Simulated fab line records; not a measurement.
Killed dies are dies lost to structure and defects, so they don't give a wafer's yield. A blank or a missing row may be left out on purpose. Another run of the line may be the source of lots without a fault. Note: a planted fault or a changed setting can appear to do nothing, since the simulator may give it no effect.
Shared-tool check + flow gf180mcu + 39 wafers sampled across 13 lots

THE REASON FOR OPENING IT
Of 13 lots, 2 have the reading POLY_GATE_OXIDATION_THK flagged at GF_POLY_GATE_THK_MEAS_17. Fault-free wafers read 3.99 nm, with a standard deviation of 0.12.
Rule: a lot gets a flag if all its wafers with a number sit over 4 standard deviations from that mean, or if no wafer of it has a number. The rest of the lots are taken to be sound.

| lot  | measured     | on            | POLY_GATE_OXIDATION_THK (nm), wafer by wafer | flag    |
|------|--------------|---------------|----------------------------------------------|---------|
| L260 | day 9 22:04  | film_metro-03 | 4.00 4.08 4.10                               |         |
| L262 | day 10 12:28 | film_metro-02 | 3.99 3.86 3.86                               |         |
| L264 | day 11 00:06 | film_metro-03 | 4.05 4.04 3.98                               |         |
| L266 | day 11 21:09 | film_metro-03 | 6.19 6.08 6.15                               | FLAGGED |
| L267 | day 11 23:16 | film_metro-04 | 3.87 4.02 3.87                               |         |
| L269 | day 12 13:43 | film_metro-04 | 3.89 3.89 3.90                               |         |
| L272 | day 13 17:02 | film_metro-03 | 3.94 4.02 4.03                               |         |
| L276 | day 14 17:22 | film_metro-02 | 7.00 6.98 6.72                               | FLAGGED |
| L277 | day 14 20:49 | film_metro-02 | 3.97 3.96 3.96                               |         |
| L278 | day 15 06:20 | film_metro-02 | 4.14 4.08 4.16                               |         |
| L279 | day 15 12:20 | film_metro-04 | 4.01 3.95 3.99                               |         |
| L281 | day 16 00:02 | film_metro-03 | 4.13 4.09 4.15                               |         |
| L280 | day 16 03:29 | film_metro-04 | 3.91 3.96 3.91                               |         |
The mean of the flagged lots' numbers is 6.52 nm, +2.53 nm from the usual (+21 standard deviations).

WHICH TOOL RAN EACH LOT
2 process steps preceding the reading are held in the record, out of 602 steps in the route. In each cell: the tool, then ch and the chambers that the sampled wafers went through, then the start.
| lot  | flag    | GF_VT_IMPLANT_STRIP_09               | GF_POLY_GATE_OXIDATION_16     |
|------|---------|--------------------------------------|-------------------------------|
| L260 |         | plasma_asher-03 ch 0,1, day 6 05:16  | furnace-01 ch 0, day 9 20:47  |
| L262 |         | plasma_asher-02 ch 0,1, day 6 17:32  | furnace-02 ch 0, day 10 11:12 |
| L264 |         | plasma_asher-02 ch 0,1, day 7 02:49  | furnace-02 ch 0, day 10 22:50 |
| L266 | FLAGGED | plasma_asher-04 ch 0,1, day 7 18:14  | furnace-02 ch 0, day 11 17:30 |
| L267 |         | plasma_asher-03 ch 0,1, day 7 23:58  | furnace-02 ch 0, day 11 22:01 |
| L269 |         | plasma_asher-02 ch 0,1, day 8 11:37  | furnace-02 ch 0, day 12 12:28 |
| L272 |         | plasma_asher-02 ch 0,1, day 9 08:55  | furnace-02 ch 0, day 13 15:46 |
| L276 | FLAGGED | plasma_asher-03 ch 0,1, day 10 04:34 | furnace-01 ch 0, day 14 13:44 |
| L277 |         | plasma_asher-04 ch 0,1, day 10 10:16 | furnace-02 ch 0, day 14 19:33 |
| L278 |         | plasma_asher-03 ch 0,1, day 10 19:01 | furnace-01 ch 0, day 15 05:05 |
| L279 |         | plasma_asher-04 ch 0,1, day 11 01:19 | furnace-02 ch 0, day 15 11:05 |
| L281 |         | plasma_asher-04 ch 0,1, day 11 11:43 | furnace-01 ch 0, day 15 22:47 |
| L280 |         | plasma_asher-02 ch 0,1, day 11 12:01 | furnace-02 ch 0, day 16 02:14 |
What is done by these steps:
- GF_VT_IMPLANT_STRIP_09: strips in O2/N2.
- GF_POLY_GATE_OXIDATION_16: stabilise 600 s, purge 300 s, target thk 4 nm.
- GF_POLY_GATE_THK_MEAS_17

FLAGGED OVER TOTAL, TOOL BY TOOL (the gauges that took the reading come last)
| step                      | tool            | lots run | flagged | share of the flagged lots | sound lots run after its first flagged lot |
|---------------------------|-----------------|----------|---------|---------------------------|--------------------------------------------|
| GF_VT_IMPLANT_STRIP_09    | plasma_asher-02 | 5        | 0       | none                      | -                                          |
| GF_VT_IMPLANT_STRIP_09    | plasma_asher-03 | 4        | 1       | some                      | 1 (L278)                                   |
| GF_VT_IMPLANT_STRIP_09    | plasma_asher-04 | 4        | 1       | some                      | 3 (L277,L279,L281)                         |
| GF_POLY_GATE_OXIDATION_16 | furnace-01      | 4        | 1       | some                      | 2 (L278,L281)                              |
| GF_POLY_GATE_OXIDATION_16 | furnace-02      | 9        | 1       | some                      | 6 (L267,L269,L272,L277,L279,L280)          |
| GF_POLY_GATE_THK_MEAS_17  | film_metro-02   | 4        | 1       | some                      | 2 (L277,L278)                              |
| GF_POLY_GATE_THK_MEAS_17  | film_metro-03   | 5        | 1       | some                      | 2 (L272,L281)                              |
| GF_POLY_GATE_THK_MEAS_17  | film_metro-04   | 4        | 0       | none                      | -                                          |

WHAT IS ALLOWED BY THE TABLE
No row of the table ran every flagged lot.

WHAT WAS PUT IN BY THE SIMULATOR
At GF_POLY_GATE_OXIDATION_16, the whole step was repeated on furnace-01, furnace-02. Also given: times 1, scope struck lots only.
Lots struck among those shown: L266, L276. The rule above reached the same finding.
